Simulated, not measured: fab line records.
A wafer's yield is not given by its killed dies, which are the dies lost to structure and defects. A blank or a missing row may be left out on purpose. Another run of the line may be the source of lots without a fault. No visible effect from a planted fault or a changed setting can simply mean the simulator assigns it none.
fab line records	flow sky130
record: lots: 6	wafers: 18	lastDay: 49
route steps=708 shown LDD_HVP@285 LDD_LDN@289 SPACER@304 POLY_CUT@307 SD_P@320 PAD_OPEN@708
lots with no fault: from the same line, run without faults
startH: hours from the record's opening day to when the first of the lot's shown wafers began	waitH: time in hours since the lot's previous step	" as in the row above	L1.1+2: one row covering several wafers at once	- either no value or no given start	* or withheld: withheld	< > ~ a bound
route shown NAME@n: a module of which the file shows steps, and the number in the route of the first	usual: average and standard deviation across the fault-free wafers	same: alike in all rows	chamber/n: place in a boat	sites: the reading at each site	_std_site: standard deviation of those values	_edge_site: mean of outer sites minus mean of inner sites	radiusMm: for every site, how far away it sits from the centre of the wafer	mask NAME#n: copy n	behind: the most recent tool/chamber to have shaped the wafer	hold: the reason the lot was held/the length of the hold in hours/how it ended	device: transistor that didn't switch, given as n, p or np	end of line: tests of these same wafers at the route's end	a step without rows: its recipe alone	killed: the dies lost at the first sort to structure and to defects; this is not the yield of the wafer	map: dies across one wafer; x = killed, . = not, _ = none there
set.NAME: the run value of the setting; set.NAME@STEP: its run value at that earlier step	model.NAME: the simulator's own value behind a step, which no gauge read
lots at selected steps of the route; one table per step, one row per wafer
services: the hour from which a tool's chamber was out of use, counted from the record's first day as startH (under 0 if before that day), plus the number of hours and why
== steps ==
step: SKY_LDD_HVP_OVL_MEAS_07
usual: LDD_HVP_OVL: -0.4/1.3
lot.wafer	tool	chamber	startH	waitH	LDD_HVP_OVL[nm]
L785.4	overlay-01	-	522.79	0.1	0.0
L785.5	"	-	"	"	0.5
L785.6	"	-	"	"	-1.0
L784.3	overlay-01	-	526.22	0.1	-0.1
L784.4	"	-	"	"	0.5
L784.5	"	-	"	"	1.8
L795.3	overlay-02	-	611.62	0.1	-0.5
L795.5	"	-	"	"	-2.3
L795.6	"	-	"	"	-1.7
L797.2	overlay-01	-	628.22	0.1	-0.2
L797.3	"	-	"	"	-0.5
L797.5	"	-	"	"	-1.0
L801.2	overlay-01	-	651.07	0.1	0.0
L801.3	"	-	"	"	-1.5
L801.6	"	-	"	"	-1.8
L803.1	overlay-02	-	663.84	0.1	-0.7
L803.2	"	-	"	"	-0.4
L803.6	"	-	"	"	0.0
step: SKY_LDD_HVP_IMPLANT_08
recipe: species: B	energyKev: 20	doseCm2: 1.7e+13	tiltDeg: 17.9
step: SKY_LDD_HVP_STRIP_09
recipe: chemistry: O2/N2	powerW: 1400	pressureMtorr: 1500	platenTempC: withheld	o2FlowSccm: 3000	n2FlowSccm: 300	overashFraction: 0.5
usual: drypumpMotorCurrentA: 5.91/0.3	oesProductAu: 0.407/0.0051	stripTimeToEndpointS: 4.084/0.015
lot.wafer	tool	chamber	startH	waitH	drypumpMotorCurrentA	oesProductAu	rfHoursCounterH	stripTimeToEndpointS
L785.4	plasmaAsher-04	0	522.99	0.1	6.07	0.404	-	4.078
L785.5	"	0	"	"	6.07	0.401	-	4.079
L785.6	"	1	"	"	5.98	0.404	-	4.050
L784.3	plasmaAsher-01	1	526.48	0.1	5.73	0.414	-	4.119
L784.4	"	0	"	"	5.72	0.411	-	4.106
L784.5	"	1	"	"	5.74	0.401	-	4.084
L795.3	plasmaAsher-01	1	611.83	0.1	5.75	0.412	-	4.106
L795.5	"	1	"	"	5.76	0.408	-	4.099
L795.6	"	0	"	"	5.70	0.401	-	4.114
L797.2	plasmaAsher-02	1	628.40	0.1	5.53	0.416	91	4.096
L797.3	"	0	"	"	6.37	0.404	-	4.096
L797.5	"	0	"	"	6.36	0.414	-	4.090
L801.2	plasmaAsher-01	1	651.25	0.1	5.74	0.410	22	4.064
L801.3	"	1	"	"	5.73	0.414	-	4.058
L801.6	"	0	"	"	5.75	0.414	-	4.079
L803.1	plasmaAsher-02	1	664.02	0.1	5.54	0.405	94	4.080
L803.2	"	0	"	"	6.37	0.405	94	4.088
L803.6	"	0	"	"	6.37	0.418	-	4.059
step: SKY_LDD_HVP_TW_MEAS_10
usual: LDD_HVP_TW: 459/6.6
lot.wafer	tool	chamber	startH	waitH	LDD_HVP_TW
L785.4	filmMetro-03	-	523.08	0.1	454
L785.5	"	-	"	"	452
L785.6	"	-	"	"	453
L784.3	filmMetro-01	-	526.57	0.1	464
L784.4	"	-	"	"	463
L784.5	"	-	"	"	464
L795.3	filmMetro-04	-	611.92	0.1	454
L795.5	"	-	"	"	453
L795.6	"	-	"	"	453
L797.2	filmMetro-04	-	628.51	0.1	452
L797.3	"	-	"	"	451
L797.5	"	-	"	"	453
L801.2	filmMetro-04	-	651.36	0.1	451
L801.3	"	-	"	"	449
L801.6	"	-	"	"	449
L803.1	filmMetro-01	-	664.12	0.1	467
L803.2	"	-	"	"	469
L803.6	"	-	"	"	464
step: SKY_LDD_LDN_DEHYDRATE_00
recipe: tempC: 200	timeS: 60
step: SKY_LDD_LDN_HMDS_01
recipe: primeTimeS: 60	primeTempC: 120
step: SKY_LDD_LDN_COAT_02
recipe: resist: NOVOLAK	spinRpm: 3000	resistThkNm: 1140
step: SKY_LDD_LDN_SOFTBAKE_03
recipe: tempC: 90	timeS: 60	resist: NOVOLAK
step: SKY_LDD_LDN_EXPOSE_04
recipe: maskId: LDNTM	na: 0.6	sourceShape: conventional	sigmaOuter: 0.6	polarization: unpolarized	targetCdNm: 700	doseMj: 140
step: SKY_LDD_LDN_PEB_05
recipe: tempC: withheld	timeS: *	resist: NOVOLAK
step: SKY_LDD_LDN_DEVELOP_06
recipe: resist: NOVOLAK	developer: TMAH	developTimeS: 60	devTempC: 23
step: SKY_LDD_LDN_OVL_MEAS_07
usual: LDD_LDN_OVL: -0.6/1.2
lot.wafer	tool	chamber	startH	waitH	LDD_LDN_OVL[nm]
L785.4	overlay-02	-	552.38	0.1	-1.4
L785.5	"	-	"	"	-1.8
L785.6	"	-	"	"	-1.0
L784.3	overlay-02	-	555.63	0.1	-3.4
L784.4	"	-	"	"	-1.3
L784.5	"	-	"	"	-0.8
L795.3	overlay-01	-	641.27	0.1	0.0
L795.5	"	-	"	"	0.7
L795.6	"	-	"	"	0.7
L797.2	overlay-02	-	656.72	0.1	-0.5
L797.3	"	-	"	"	0.3
L797.5	"	-	"	"	-0.8
L801.2	overlay-01	-	679.27	0.1	0.7
L801.3	"	-	"	"	-0.6
L801.6	"	-	"	"	-0.6
L803.1	overlay-02	-	692.82	0.1	-1.2
L803.2	"	-	"	"	-2.7
L803.6	"	-	"	"	-2.5
step: SKY_LDD_LDN_IMPLANT_08
recipe: species: As	energyKev: 15	doseCm2: 1.25e+13	tiltDeg: withheld	rotationDeg: 23
usual: doseIonsCm2: 1.2498e+13/1.5e+10
lot.wafer	tool	chamber	startH	waitH	doseIonsCm2
L785.4	implanter-04	0	552.48	0.1	1.249e+13
L785.5	"	0	"	"	1.2509e+13
L785.6	"	0	"	"	1.2503e+13
L784.3	implanter-01	0	555.70	0.1	1.2485e+13
L784.4	"	0	"	"	1.2499e+13
L784.5	"	0	"	"	1.2497e+13
L795.3	implanter-01	0	641.35	0.1	1.2472e+13
L795.5	"	0	"	"	1.249e+13
L795.6	"	0	"	"	1.2483e+13
L797.2	implanter-01	0	656.78	0.0	1.2485e+13
L797.3	"	0	"	"	1.25e+13
L797.5	"	0	"	"	1.249e+13
L801.2	implanter-04	0	679.33	0.0	1.2508e+13
L801.3	"	0	"	"	1.2532e+13
L801.6	"	0	"	"	1.2494e+13
L803.1	implanter-03	0	692.85	0.0	1.2497e+13
L803.2	"	0	"	"	1.2494e+13
L803.6	"	0	"	"	1.2495e+13
step: SKY_LDD_LDN_IMPLANT_09
recipe: species: As	energyKev: 15	doseCm2: 1.25e+13	tiltDeg: withheld	rotationDeg: 113
step: SKY_LDD_LDN_IMPLANT_10
recipe: species: As	energyKev: 14.79	doseCm2: 1.25e+13	tiltDeg: withheld	rotationDeg: 203
step: SKY_LDD_LDN_IMPLANT_11
recipe: species: As	energyKev: 15	doseCm2: 1.25e+13	tiltDeg: withheld	rotationDeg: 293
step: SKY_LDD_LDN_STRIP_12
recipe: chemistry: O2/N2	powerW: 1400	pressureMtorr: 1500	platenTempC: withheld	o2FlowSccm: 3000	n2FlowSccm: 300	overashFraction: 0.5
usual: drypumpMotorCurrentA: 6.01/0.25	oesProductAu: 0.715/0.0046	stripTimeToEndpointS: 14.18/0.035
lot.wafer	tool	chamber	startH	waitH	drypumpMotorCurrentA	oesProductAu	rfHoursCounterH	stripTimeToEndpointS
L785.4	plasmaAsher-02	1	553.03	0.1	5.54	0.717	-	14.17
L785.5	"	1	"	"	5.55	0.718	-	14.18
L785.6	"	0	"	"	6.36	0.718	-	14.20
L784.3	plasmaAsher-04	0	556.28	0.1	6.08	0.717	-	14.21
L784.4	"	1	"	"	6.00	0.716	-	14.17
L784.5	"	1	"	"	5.99	0.718	-	14.22
L795.3	plasmaAsher-04	1	641.93	0.1	6.00	0.725	-	14.14
L795.5	"	0	"	"	6.02	0.722	-	14.15
L795.6	"	1	"	"	6.02	0.715	-	14.16
L797.2	plasmaAsher-04	1	657.35	0.1	6.02	0.723	83	14.22
L797.3	"	1	"	"	5.99	0.717	-	14.20
L797.5	"	0	"	"	6.04	0.713	-	14.16
L801.2	plasmaAsher-04	0	679.90	0.1	6.05	0.704	86	14.19
L801.3	"	1	"	"	6.05	0.711	-	14.15
L801.6	"	1	"	"	6.00	0.719	-	14.21
L803.1	plasmaAsher-04	1	693.45	0.1	6.03	0.717	87	14.20
L803.2	"	0	"	"	6.06	0.711	87	14.17
L803.6	"	0	"	"	6.09	0.717	-	14.23
step: SKY_LDD_LDN_TW_MEAS_13
usual: LDD_LDN_TW: 1475/9.3
lot.wafer	tool	chamber	startH	waitH	LDD_LDN_TW
L785.4	filmMetro-02	-	553.13	0.1	1478
L785.5	"	-	"	"	1495
L785.6	"	-	"	"	1483
L784.3	filmMetro-02	-	556.37	0.1	1489
L784.4	"	-	"	"	1480
L784.5	"	-	"	"	1488
L795.3	filmMetro-04	-	642.02	0.1	1463
L795.5	"	-	"	"	1457
L795.6	"	-	"	"	1462
L797.2	filmMetro-02	-	657.46	0.1	1484
L797.3	"	-	"	"	1476
L797.5	"	-	"	"	1478
L801.2	filmMetro-02	-	680.01	0.1	1487
L801.3	"	-	"	"	1482
L801.6	"	-	"	"	1483
L803.1	filmMetro-04	-	693.55	0.1	1473
L803.2	"	-	"	"	1480
L803.6	"	-	"	"	1481
step: SKY_LDD_LDN_CLEAN_14
recipe: chemistry: SC1/SC2	mix: 1:4:20	tempC: 70	timeS: 150	dry: n2Spin
step: SKY_SPACER_CVD_00
recipe: material: Si3N4	precursor: DCS/NH3	targetThkNm: 43.1	tempC: 770	timeS: 740	pressureMtorr: 250
step: SKY_SPACER_THK_MEAS_01
recipe: reads: Si3N4_of_SPACER_CVD_00
usual: SPACER_CVD_00_THK: 43.0/0.41
lot.wafer	tool	chamber	startH	waitH	SPACER_CVD_00_THK[nm]
L785.4	filmMetro-03	-	554.45	0.0	42.8
L785.5	"	-	"	"	42.0
L785.6	"	-	"	"	42.5
L784.3	filmMetro-01	-	557.91	0.0	43.0
L784.4	"	-	"	"	43.1
L784.5	"	-	"	"	43.0
L795.3	filmMetro-02	-	643.33	0.0	43.2
L795.5	"	-	"	"	43.1
L795.6	"	-	"	"	42.8
L797.2	filmMetro-01	-	658.90	0.0	42.8
L797.3	"	-	"	"	42.9
L797.5	"	-	"	"	43.0
L801.2	filmMetro-03	-	681.34	0.0	42.5
L801.3	"	-	"	"	42.9
L801.6	"	-	"	"	42.6
L803.1	filmMetro-02	-	694.87	0.0	42.9
L803.2	"	-	"	"	43.1
L803.6	"	-	"	"	43.1
step: SKY_SPACER_ETCHBACK_02
recipe: chemistry: CH3F/O2	target: Si3N4	stopOn: SiO2	sourceW: 400	biasW: 80	pressureMtorr: 25	ch3fFlowSccm: 40	O2_flow_sccm: 30	timeS: 46.7	targetDepthA: 450
step: SKY_POLY_CUT_DEHYDRATE_00
recipe: tempC: 200	timeS: 60
step: SKY_POLY_CUT_HMDS_01
recipe: primeTimeS: 60	primeTempC: 120
step: SKY_POLY_CUT_COAT_02
recipe: resist: BARC	tempC: withheld	timeS: withheld	spinRpm: 3000	resistThkNm: 60
step: SKY_POLY_CUT_COAT_03
recipe: resist: KrF-thick	spinRpm: 3000	resistThkNm: 450
step: SKY_POLY_CUT_SOFTBAKE_04
recipe: tempC: 100	timeS: 90	resist: KrF-thick
step: SKY_POLY_CUT_EXPOSE_05
recipe: maskId: NPCM	na: 0.8	sourceShape: annular	sigmaInner: 0.55	sigmaOuter: 0.85	targetCdNm: 270	doseMj: 32
step: SKY_POLY_CUT_PEB_06
recipe: pebTempC: withheld	pebTimeS: withheld	resist: KrF-thick
step: SKY_POLY_CUT_DEVELOP_07
recipe: developTimeS: 60	resist: KrF-thick	devTempC: 21
step: SKY_POLY_CUT_CD_MEAS_08
recipe: targetCdNm: 270
usual: cdNm: 270.0/1.4
lot.wafer	tool	chamber	startH	waitH	cdNm
L785.4	cdSem-02	-	584.15	-	269.9
L785.5	"	-	"	"	270.5
L785.6	"	-	"	"	271.6
L784.3	cdSem-01	-	586.88	-	270.6
L784.4	"	-	"	"	271.4
L784.5	"	-	"	"	272.2
L795.3	cdSem-02	-	671.10	-	268.6
L795.5	"	-	"	"	266.7
L795.6	"	-	"	"	267.9
L797.2	cdSem-01	-	687.08	-	270.6
L797.3	"	-	"	"	270.0
L797.5	"	-	"	"	269.5
L801.2	cdSem-02	-	710.36	-	268.6
L801.3	"	-	"	"	269.5
L801.6	"	-	"	"	269.3
L803.1	cdSem-02	-	722.99	-	271.6
L803.2	"	-	"	"	270.4
L803.6	"	-	"	"	270.7
step: SKY_POLY_CUT_OVL_MEAS_09
usual: POLY_CUT_OVL: -3/5.5
lot.wafer	tool	chamber	startH	waitH	POLY_CUT_OVL[nm]
L785.4	overlay-02	-	584.22	0.1	-6
L785.5	"	-	"	"	-6
L785.6	"	-	"	"	-7
L784.3	overlay-01	-	586.97	0.1	8
L784.4	"	-	"	"	7
L784.5	"	-	"	"	2
L795.3	overlay-02	-	671.20	0.1	-4
L795.5	"	-	"	"	-3
L795.6	"	-	"	"	-2
L797.2	overlay-02	-	687.19	0.1	5
L797.3	"	-	"	"	1
L797.5	"	-	"	"	3
L801.2	overlay-02	-	710.46	0.1	3
L801.3	"	-	"	"	6
L801.6	"	-	"	"	5
L803.1	overlay-01	-	723.11	0.1	3
L803.2	"	-	"	"	7
L803.6	"	-	"	"	8
step: SKY_POLY_CUT_ETCH_10
recipe: chemistry: N2/H2	target: BARC	ionEnergyEv: 200	sourceW: 500	biasW: 100	pressureMtorr: 30	n2FlowSccm: 100	h2FlowSccm: 200	stopOn: SiO2	timeS: 45.9	targetDepthA: 600
usual: drypumpMotorCurrentA: 5.6/0.48	oesProductAu: 0.855/0.0047	throttleValvePct: 13.225/0.0089
lot.wafer	tool	chamber	startH	waitH	drypumpMotorCurrentA	oesProductAu	rfHoursCounterH	throttleValvePct
L785.4	rieDiel-04	1	584.24	0.0	4.9	0.861	11	13.211
L785.5	"	1	"	"	4.9	0.856	-	13.234
L785.6	"	0	"	"	5.6	0.854	-	13.226
L784.3	rieDiel-01	1	586.99	0.0	6.4	0.856	3	13.225
L784.4	"	1	"	"	6.4	0.856	-	13.216
L784.5	"	3	"	"	4.9	0.852	-	13.216
L795.3	rieDiel-02	2	671.22	0.0	5.8	0.860	16	13.235
L795.5	"	2	"	"	5.8	0.851	-	13.227
L795.6	"	3	"	"	5.5	0.852	-	13.228
L797.2	rieDiel-02	1	687.22	0.0	6.1	0.855	4	13.245
L797.3	"	2	"	"	5.8	0.856	16	13.238
L797.5	"	0	"	"	6.0	0.852	-	13.209
L801.2	rieDiel-01	1	710.49	0.0	6.4	0.860	5	13.226
L801.3	"	0	"	"	5.7	0.866	20	13.206
L801.6	"	0	"	"	5.7	0.851	-	13.218
L803.1	rieDiel-02	0	723.14	0.0	6.0	0.856	2	13.236
L803.2	"	3	"	"	5.5	0.850	39	13.231
L803.6	"	0	"	"	6.0	0.862	-	13.220
step: SKY_POLY_CUT_ETCH_11
recipe: target: Si3N4	chemistry: CF4/CH2F2/Ar	stopOn: poly-Si	sourceW: 600	biasW: 150	pressureMtorr: 40	cf4FlowSccm: 40	ch2f2FlowSccm: 20	Ar_flow_sccm: 150	timeS: 42.5	targetDepthA: 600
usual: drypumpMotorCurrentA: 5.6/0.48	oesProductAu: 0.830/0.006	throttleValvePct: 14.994/0.0085
lot.wafer	tool	chamber	startH	waitH	drypumpMotorCurrentA	oesProductAu	rfHoursCounterH	throttleValvePct
L785.4	rieDiel-04	1	584.28	0.0	4.9	0.831	11	14.990
L785.5	"	1	"	"	4.9	0.820	-	14.999
L785.6	"	0	"	"	5.5	0.824	-	14.990
L784.3	rieDiel-01	1	587.03	0.0	6.3	0.825	3	14.994
L784.4	"	1	"	"	6.3	0.822	-	14.992
L784.5	"	3	"	"	4.9	0.823	-	14.988
L795.3	rieDiel-02	2	671.26	0.0	5.8	0.833	16	15.018
L795.5	"	2	"	"	5.8	0.833	-	14.995
L795.6	"	3	"	"	5.5	0.841	-	14.988
L797.2	rieDiel-02	1	687.26	0.0	6.2	0.825	4	14.996
L797.3	"	2	"	"	5.8	0.829	16	14.985
L797.5	"	0	"	"	6.0	0.821	-	14.998
L801.2	rieDiel-01	1	710.54	0.0	6.3	0.831	5	14.987
L801.3	"	0	"	"	5.7	0.827	20	14.989
L801.6	"	0	"	"	5.7	0.837	-	14.987
L803.1	rieDiel-02	0	723.19	0.0	6.1	0.839	2	14.982
L803.2	"	3	"	"	5.4	0.837	39	15.005
L803.6	"	0	"	"	6.0	0.828	-	15.010
step: SKY_POLY_CUT_STRIP_12
recipe: chemistry: O2/N2	powerW: 1400	pressureMtorr: 1500	platenTempC: withheld	o2FlowSccm: 3000	n2FlowSccm: 300	overashFraction: 0.5
usual: drypumpMotorCurrentA: 5.94/0.16	oesProductAu: 0.452/0.0043	stripTimeToEndpointS: 5.360/0.017
lot.wafer	tool	chamber	startH	waitH	drypumpMotorCurrentA	oesProductAu	rfHoursCounterH	stripTimeToEndpointS
L785.4	plasmaAsher-03	1	584.36	0.1	5.98	0.453	-	5.378
L785.5	"	0	"	"	6.14	0.453	-	5.373
L785.6	"	1	"	"	5.97	0.450	-	5.403
L784.3	plasmaAsher-03	1	587.11	0.1	6.03	0.446	-	5.349
L784.4	"	0	"	"	6.15	0.454	-	5.337
L784.5	"	1	"	"	5.98	0.457	-	5.369
L795.3	plasmaAsher-04	1	671.34	0.1	6.00	0.453	-	5.369
L795.5	"	1	"	"	6.01	0.454	-	5.362
L795.6	"	0	"	"	6.04	0.450	-	5.356
L797.2	plasmaAsher-03	0	687.30	0.0	6.14	0.451	55	5.363
L797.3	"	0	"	"	6.16	0.448	-	5.339
L797.5	"	0	"	"	6.18	0.450	-	5.364
L801.2	plasmaAsher-04	0	710.58	0.0	6.08	0.457	89	5.383
L801.3	"	1	"	"	5.95	0.453	-	5.366
L801.6	"	0	"	"	6.06	0.456	-	5.347
L803.1	plasmaAsher-01	0	723.23	0.0	5.72	0.457	29	5.395
L803.2	"	1	"	"	5.76	0.460	29	5.387
L803.6	"	1	"	"	5.76	0.452	-	5.374
step: SKY_SD_P_DEHYDRATE_00
recipe: tempC: 200	timeS: 60
step: SKY_SD_P_HMDS_01
recipe: primeTimeS: 60	primeTempC: 120
step: SKY_SD_P_COAT_02
recipe: resist: NOVOLAK	spinRpm: 3000	resistThkNm: 1140
step: SKY_SD_P_SOFTBAKE_03
recipe: tempC: 90	timeS: 60	resist: NOVOLAK
step: SKY_SD_P_EXPOSE_04
recipe: maskId: PSDM	na: 0.6	sourceShape: conventional	sigmaOuter: 0.6	polarization: unpolarized	targetCdNm: 380	doseMj: 138
step: SKY_SD_P_PEB_05
recipe: tempC: withheld	timeS: *	resist: NOVOLAK
step: SKY_SD_P_DEVELOP_06
recipe: resist: NOVOLAK	developer: TMAH	developTimeS: 60	devTempC: 23
step: SKY_PAD_OPEN_PROBE_99
usual: killed_at_M0_to_M3: 43/7.6	killed_at_M4_up: 2.8/1.9	killedAtContacts: 24/4.7	killedAtFrontEnd: 16/4.4	killedAtOther: 0.2/0.4	killedDies: 86/9.9	killedOpen: 47/8.2	killedShort: 39/6.3
same: grossDies: 492	killedAtBackSide: 0
lot.wafer	tool	chamber	startH	waitH	killed_at_M0_to_M3	killed_at_M4_up	killedAtContacts	killedAtFrontEnd	killedAtOther	killedDies	killedOpen	killedShort	model.etest.tipSonos.rsOhmSqRange
L785.4	prober-01	-	1095.28	0.2	44	2	22	12	1	81	45	36	58.94
L785.5	prober-01	-	1095.33	0.2	69	1	25	10	0	105	62	43	67.44
L785.6	prober-01	-	1095.38	0.2	38	1	27	12	0	78	42	36	46.2
L784.3	prober-02	-	1096.74	0.2	39	4	29	17	0	89	46	43	38.37
L784.4	prober-02	-	1096.79	0.2	44	5	30	22	0	101	50	51	55.26
L784.5	prober-02	-	1096.84	0.2	36	2	25	13	1	77	42	35	49.78
L795.3	prober-02	-	1156.69	0.2	36	5	30	19	0	90	41	49	185.9
L795.5	prober-02	-	1156.79	0.2	31	2	31	21	0	85	47	38	191.3
L795.6	prober-02	-	1156.84	0.2	43	2	35	15	0	95	52	43	187.9
L797.2	prober-02	-	1164.21	0.1	50	6	33	14	1	104	67	37	190.4
L797.3	prober-02	-	1164.26	0.2	33	3	25	27	0	88	43	45	212.5
L797.5	prober-02	-	1164.36	0.2	50	7	26	17	0	100	64	36	179.1
L801.2	prober-02	-	1179.35	0.1	52	2	24	11	0	89	60	29	24.98
L801.3	prober-02	-	1179.40	0.2	41	3	23	18	1	86	41	45	51.35
L801.6	prober-02	-	1179.55	0.2	44	1	20	17	0	82	49	33	52.99
L803.1	prober-02	-	1182.99	0.1	46	3	28	18	0	95	46	49	26.09
L803.2	prober-02	-	1183.04	0.1	50	2	25	16	0	93	58	35	37.65
L803.6	prober-02	-	1183.24	0.2	51	0	23	11	0	85	44	41	43.67
killed by level:class
L785.4 VIA1:geometricParticle:open=11 METAL2:geometricParticle:short=8 LI_CONTACT:geometricParticle:open=7 CONTACT:geometricParticle:open=6 VIA2:geometricParticle:open=6 VIA3:geometricParticle:open=5 CONTACT:geometricParticle:short=5 VIA1:geometricParticle:short=5
L785.5 VIA1:geometricParticle:open=17 VIA3:geometricParticle:open=13 METAL2:geometricParticle:short=11 VIA1:geometricParticle:short=8 CONTACT:geometricParticle:open=7 VIA2:geometricParticle:open=7 LI_CONTACT:geometricParticle:open=6 LOCAL_INTERCONNECT:geometricParticle:short=5
L785.6 VIA1:geometricParticle:open=11 VIA2:geometricParticle:open=8 LI_CONTACT:geometricParticle:open=7 CONTACT:geometricParticle:open=7 LI_CONTACT:geometricParticle:short=5 FIELD_ISO:geometricParticle:short=4 POLY_GATE:geometricParticle:open=4 LOCAL_INTERCONNECT:geometricParticle:short=4
L784.3 CONTACT:geometricParticle:open=10 VIA3:geometricParticle:open=9 CONTACT:geometricParticle:short=7 VIA2:geometricParticle:open=7 VIA1:geometricParticle:short=6 VIA1:geometricParticle:open=6 LI_CONTACT:geometricParticle:open=5 METAL2:geometricParticle:short=5
L784.4 VIA1:geometricParticle:open=15 LI_CONTACT:geometricParticle:open=10 LOCAL_INTERCONNECT:geometricParticle:short=10 POLY_GATE:geometricParticle:open=9 VIA1:geometricParticle:short=7 POLY_GATE:geometricParticle:short=5 CONTACT:geometricParticle:short=5 METAL4:geometricParticle:short=5
L784.5 CONTACT:geometricParticle:open=10 METAL3:geometricParticle:short=8 VIA3:geometricParticle:open=7 LI_CONTACT:geometricParticle:open=6 METAL2:geometricParticle:short=5 VIA1:geometricParticle:open=5 FIELD_ISO:geometricParticle:open=4 LOCAL_INTERCONNECT:geometricParticle:short=4
L795.3 CONTACT:geometricParticle:open=9 METAL1:geometricParticle:short=9 LI_CONTACT:geometricParticle:open=8 POLY_GATE:geometricParticle:open=5 METAL2:geometricParticle:short=5 CONTACT:geometricParticle:short=5 FIELD_ISO:geometricParticle:short=4 VIA2:geometricParticle:open=4
L795.5 CONTACT:geometricParticle:open=12 FIELD_ISO:geometricParticle:open=7 LI_CONTACT:geometricParticle:open=7 VIA1:geometricParticle:open=6 VIA2:geometricParticle:open=5 FIELD_ISO:geometricParticle:short=4 METAL1:geometricParticle:short=4 LI_CONTACT:geometricParticle:short=4
L795.6 CONTACT:geometricParticle:open=16 VIA1:geometricParticle:open=9 CONTACT:geometricParticle:short=8 VIA2:geometricParticle:open=8 METAL1:geometricParticle:short=6 LI_CONTACT:geometricParticle:open=6 FIELD_ISO:geometricParticle:short=5 FIELD_ISO:geometricParticle:open=4
L797.2 VIA1:geometricParticle:open=16 CONTACT:geometricParticle:open=14 LI_CONTACT:geometricParticle:open=11 VIA3:geometricParticle:open=7 METAL1:geometricParticle:short=6 VIA2:geometricParticle:open=5 POLY_GATE:geometricParticle:open=4 METAL4:geometricParticle:short=4
L797.3 CONTACT:geometricParticle:open=13 FIELD_ISO:geometricParticle:short=10 METAL1:geometricParticle:short=8 LI_CONTACT:geometricParticle:open=6 METAL2:geometricParticle:short=6 VIA1:geometricParticle:open=6 FIELD_ISO:geometricParticle:open=5 POLY_GATE:geometricParticle:short=5
L797.5 VIA1:geometricParticle:open=20 CONTACT:geometricParticle:open=13 VIA2:geometricParticle:open=9 METAL4:geometricParticle:short=6 FIELD_ISO:geometricParticle:open=5 METAL1:geometricParticle:short=4 SPACER:geometricParticle:short=4 VIA3:geometricParticle:open=4
L801.2 CONTACT:geometricParticle:open=12 VIA1:geometricParticle:open=12 VIA2:geometricParticle:open=9 VIA3:geometricParticle:open=8 POLY_GATE:geometricParticle:open=5 METAL2:geometricParticle:short=5 LI_CONTACT:geometricParticle:open=4 VIA1:geometricParticle:short=4
L801.3 VIA1:geometricParticle:open=9 CONTACT:geometricParticle:open=7 CONTACT:geometricParticle:short=7 METAL1:geometricParticle:short=6 VIA2:geometricParticle:open=6 VIA3:geometricParticle:open=6 FIELD_ISO:geometricParticle:short=5 POLY_GATE:geometricParticle:short=5
L801.6 VIA1:geometricParticle:open=11 VIA3:geometricParticle:open=9 VIA2:geometricParticle:open=8 CONTACT:geometricParticle:open=7 FIELD_ISO:geometricParticle:open=6 VIA1:geometricParticle:short=6 FIELD_ISO:geometricParticle:short=5 LOCAL_INTERCONNECT:geometricParticle:short=5
L803.1 VIA1:geometricParticle:open=11 CONTACT:geometricParticle:open=10 VIA1:geometricParticle:short=10 LOCAL_INTERCONNECT:geometricParticle:short=8 FIELD_ISO:geometricParticle:open=6 METAL1:geometricParticle:short=5 METAL2:geometricParticle:short=5 POLY_GATE:geometricParticle:short=4
L803.2 VIA1:geometricParticle:open=18 LI_CONTACT:geometricParticle:open=10 CONTACT:geometricParticle:open=7 VIA1:geometricParticle:short=6 METAL1:geometricParticle:short=5 POLY_GATE:geometricParticle:open=5 LOCAL_INTERCONNECT:geometricParticle:short=5 VIA2:geometricParticle:open=5
L803.6 VIA1:geometricParticle:open=11 CONTACT:geometricParticle:open=9 METAL1:geometricParticle:short=9 METAL2:geometricParticle:short=6 VIA2:geometricParticle:short=5 LI_CONTACT:geometricParticle:open=5 VIA1:geometricParticle:short=5 VIA2:geometricParticle:open=5
== services ==
tool	chamber	startH	hours	kind
plasmaAsher-03	-	503.02	2.1	repair
plasmaAsher-03	-	504.32	9.4	repair
rieDiel-01	-	509.51	14.6	pm
plasmaAsher-02	-	510.84	2.8	pm
implanter-01	-	516.66	3.5	pm
implanter-01	-	522.52	2.6	repair
plasmaAsher-01	-	527.99	2.6	repair
implanter-01	-	541.86	3.3	repair
rieDiel-01	3	542.17	5.9	repair
rieDiel-02	0	545.75	4.5	repair
implanter-01	-	569.36	2.3	repair
plasmaAsher-03	-	571.29	1.4	repair
plasmaAsher-04	-	579.72	8.7	repair
implanter-01	-	587.72	6.8	repair
rieDiel-01	1	603.09	8.5	repair
rieDiel-01	3	618.38	1.3	repair
plasmaAsher-04	-	633.38	4.5	repair
plasmaAsher-02	-	639.77	2.2	repair
plasmaAsher-01	-	645.14	2.8	pm
rieDiel-01	3	649.66	4.7	repair
implanter-01	-	665.08	4.5	repair
plasmaAsher-04	-	683.46	4.0	pm
rieDiel-02	2	699.89	67.7	repair
plasmaAsher-01	-	700.02	7.3	repair
== key ==
firstSign none at tools or gauges
modelEffect: step: SKY_PAD_OPEN_PROBE_99	value: etest.tipSonos.rsOhmSqRange	without: 33.27	struck: 191.2
metAt SKY_LDD_LDN_IMPLANT_08
struckWafers L795.3,L795.5,L795.6,L797.2,L797.3,L797.5
testerLeftOut L795,L797
onsetBetween 555.70 641.35
fault: kind: processParameterDrift	tool: implanter-01	chamber: -	onsetH: 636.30	steps: SKY_LDD_LDN_IMPLANT_08	channel: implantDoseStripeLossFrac	offset: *	shape: step	endH: 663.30
testerLeftOut: of these lots the tester's yield and bins aren't shown, on N5 and GAA mostly nor the transistor test; their killed dies are dies lost to structure and defects alone, not to doping, threshold or leakage, so they don't give the yield
